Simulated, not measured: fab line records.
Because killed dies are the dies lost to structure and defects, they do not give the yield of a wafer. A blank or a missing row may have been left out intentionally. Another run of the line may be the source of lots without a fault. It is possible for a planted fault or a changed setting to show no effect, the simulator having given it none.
Split-lot study ; flow sky130 ; 5 lots, 23 wafers read, on a route of 708 steps

## THE SPLIT
At SKY_METAL5_SPUTTER_03 (material Ti, target thk 5 nm, time 3.3 s), the setting time-s was moved away from the recipe's 3.3 s on 10 of the 23 wafers read, by -11.5% to +4.9%. This setting was run at the recipe's value on the other wafers.

The reading comes from the split's own step.

## THE READING
Ti_of_METAL5_SPUTTER_03.thk-nm (the simulator's own value, which no gauge read), in nm, at SKY_METAL5_SPUTTER_03 (material Ti, target thk 5 nm, time 3.3 s). There is no usual value for it anywhere in the file. The 13 wafers here that ran the recipe average 5.064 nm, standard deviation 0.092 nm.

wafer;tool, chamber at the split;time-s as run, s;against the recipe;Ti_of_METAL5_SPUTTER_03.thk-nm, nm;against lot-mates on the recipe
L074.1;pvd-sputter-03, -;3.081;-6.6%;4.784;-0.266
L074.2;pvd-sputter-03, -;3.081;-6.6%;4.836;-0.214
L074.3;pvd-sputter-03, -;3.081;-6.6%;4.696;-0.354
L074.5;pvd-sputter-03, -;3.3;recipe;5.057;-
L074.6;pvd-sputter-03, -;3.3;recipe;5.044;-
L079.2;pvd-sputter-03, -;3.3;recipe;4.965;-
L079.4;pvd-sputter-03, -;3.3;recipe;4.901;-
L079.5;pvd-sputter-03, -;3.3;recipe;4.926;-
L082.1;pvd-sputter-02, -;2.92;-11.5%;4.629;-0.557
L082.2;pvd-sputter-02, -;2.92;-11.5%;4.669;-0.517
L082.3;pvd-sputter-02, -;3.3;recipe;5.18;-
L082.4;pvd-sputter-02, -;3.3;recipe;5.237;-
L082.6;pvd-sputter-02, -;3.3;recipe;5.141;-
L081.1;pvd-sputter-02, -;3.095;-6.2%;4.695;-0.386
L081.2;pvd-sputter-02, -;3.3;recipe;5.114;-
L081.3;pvd-sputter-02, -;3.095;-6.2%;4.741;-0.340
L081.4;pvd-sputter-02, -;3.3;recipe;5.033;-
L081.6;pvd-sputter-02, -;3.3;recipe;5.096;-
L084.1;pvd-sputter-03, -;3.3;recipe;5.043;-
L084.2;pvd-sputter-03, -;3.462;+4.9%;5.149;+0.079
L084.3;pvd-sputter-03, -;3.462;+4.9%;5.222;+0.152
L084.4;pvd-sputter-03, -;3.3;recipe;5.097;-
L084.6;pvd-sputter-03, -;3.462;+4.9%;5.208;+0.138

FIT RESULTS
A straight line over all 23 wafers: Ti_of_METAL5_SPUTTER_03.thk-nm changes by +0.0379 nm for each +1% of time-s; r = +0.90; the points scatter about the line by 0.086 nm.
The same after taking each lot's own level away (the mean of its wafers on the recipe; 23 wafers): +0.0426 nm for each +1%; r = +0.97; scatter 0.054 nm.
Per that fit: largest time-s move, reading shift of 0.49 nm.
Across the lots, their own levels run from 4.9307 to 5.1860 nm, a range of 2.8 times the standard deviation given above.
Thus the slope moves with the lot-to-lot level: the two fits are different.
Check: for one of the wafers moved furthest among these (-11.5%), held out of the fit, the line's prediction against its lot-mates is -0.5 nm. Against them it came out at -0.557 nm.

## FURTHER SPLITS ON THESE WAFERS
These wafers also went through other splits before the reading. Each is held against what the fit with the lots' levels taken away leaves over:
other split on the same wafers;wafers away from the commonest value;r with Ti_of_METAL5_SPUTTER_03.thk-nm (lot level and that fit taken away)
SKY_VIA3_ETCH_15 time-s;4;+0.02
SKY_METAL4_SPUTTER_03 power-w;6;+0.30
SKY_VIA4_HDPCVD_00 sih4-flow-sccm;10;+0.24
SKY_VIA4_SPUTTER_17 chamber-pressure-pa;15;-0.09

## FILE'S OWN FIT
Ti_of_METAL5_SPUTTER_03.thk-nm changes by +0.0455 nm for each +1% of time-s, r = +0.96.
